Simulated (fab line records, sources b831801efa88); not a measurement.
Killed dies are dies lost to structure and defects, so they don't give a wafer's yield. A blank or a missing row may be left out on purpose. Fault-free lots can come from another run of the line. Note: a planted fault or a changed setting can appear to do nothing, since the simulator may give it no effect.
Comparing a struck lot with a sound one | flow gf180mcu | 15 steps out of a route of 602
Sound: the wafers L718.1, L718.2, L718.6. Struck: wafer L708.4 (L708.1, L708.6, from the same lot, were not struck and are left out); the cause is given at the end.
For every step that has rows: the tool of each side, followed by ch and its chambers, followed by its first start. Under that, the readings that differ: sound wafers | struck wafers | difference of the means | sigmas: that difference in standard deviations of wafers without a fault.
alike: a reading whose means differ by less than 2 such deviations, as well as words and numbers matching on both sides. not compared: withheld readings; readings where some wafer has no value; bounds like >300 that might hide an equal value; numbers whose values overlap and for which the record gives no deviation.
A row with sigmas, a row that says differs or no value, or rows on one side alone: a step with any of these is where the two part. When numbers do not overlap yet have no deviation, they are printed without sigmas and do not part them. A reading missing from all wafers of one side parts the sides only when that side holds two or more wafers.

first, 5 steps without rows for these wafers: GF_V4_COAT_09 (resist thk 1000 nm); GF_V4_SOFTBAKE_10 (time 60 s); GF_V4_EXPOSE_11 (exposes mask Via4, target cd 260 nm); GF_V4_PEB_12 (peb time 90 s); GF_V4_DEVELOP_13 (develop time 60 s).
GF_V4_CD_MEAS_14 targets a cd of 260 nm.
  sound: cdSem-01 at day 28 01:31; struck: cdSem-01 at day 24 20:19
  alike: cdNm
GF_V4_OVL_MEAS_15:
  sound: overlay-01 at day 28 01:38; struck: overlay-02 at day 24 20:26
  alike: V4_OVL
GF_V4_ETCH_16: etches BARC in N2/H2.
  sound on rieDiel-04 ch 0,1, day 28 01:41; struck on rieDiel-02 ch 2, day 24 20:28
  alike: drypumpMotorCurrentA, oesProductAu, throttleValvePct
GF_V4_ETCH_17: etches SiO2 in C4F8/O2/Ar, stops on TiN, target depth 630 nm.
  sound on rieDiel-04 ch 0,1; struck on rieDiel-02 ch 2
  alike: oesProductAu
GF_V4_STRIP_18: strips in O2/N2.
  sound on plasmaAsher-01 ch 0,1, day 28 01:49; struck on plasmaAsher-01 ch 1, day 24 20:36
  alike: drypumpMotorCurrentA, heaterPowerW, o2FlowSccm, oesProductAu
  not compared: rfHoursCounterH
then, 2 steps without rows for these wafers: GF_V4_STRIP_19 (strips in post etch residue remover, time 1200 s); GF_V4_CLEAN_20 (cleans in DIW).
GF_V4_SPUTTER_21: material Ti, target thk 15 nm, time 80.02 s.
  sound: pvdSputter-01 at day 28 02:20; struck: pvdSputter-03 at day 24 21:28
reading                              | sound             | struck | difference | sigmas
model.Ti_of_V4_SPUTTER_21.thkNm (nm) | 14.95 14.73 14.74 | 20.26  | +5.45      | 
  alike: throttleValvePct
GF_V4_SPUTTER_22: material TiN, target thk 10 nm, time 40 s.
  sound: pvdSputter-01 at day 28 02:24; struck: pvdSputter-03 at day 24 21:32
  alike: throttleValvePct
GF_PASSIVATION_PROBE_99:
  sound wafers here have rows in the record (prober-02, day 32 05:20); struck ones have none

## WHERE THEY PART
At GF_PASSIVATION_PROBE_99 and nowhere else, as far as this record goes.

WHY: the cause the simulator had injected
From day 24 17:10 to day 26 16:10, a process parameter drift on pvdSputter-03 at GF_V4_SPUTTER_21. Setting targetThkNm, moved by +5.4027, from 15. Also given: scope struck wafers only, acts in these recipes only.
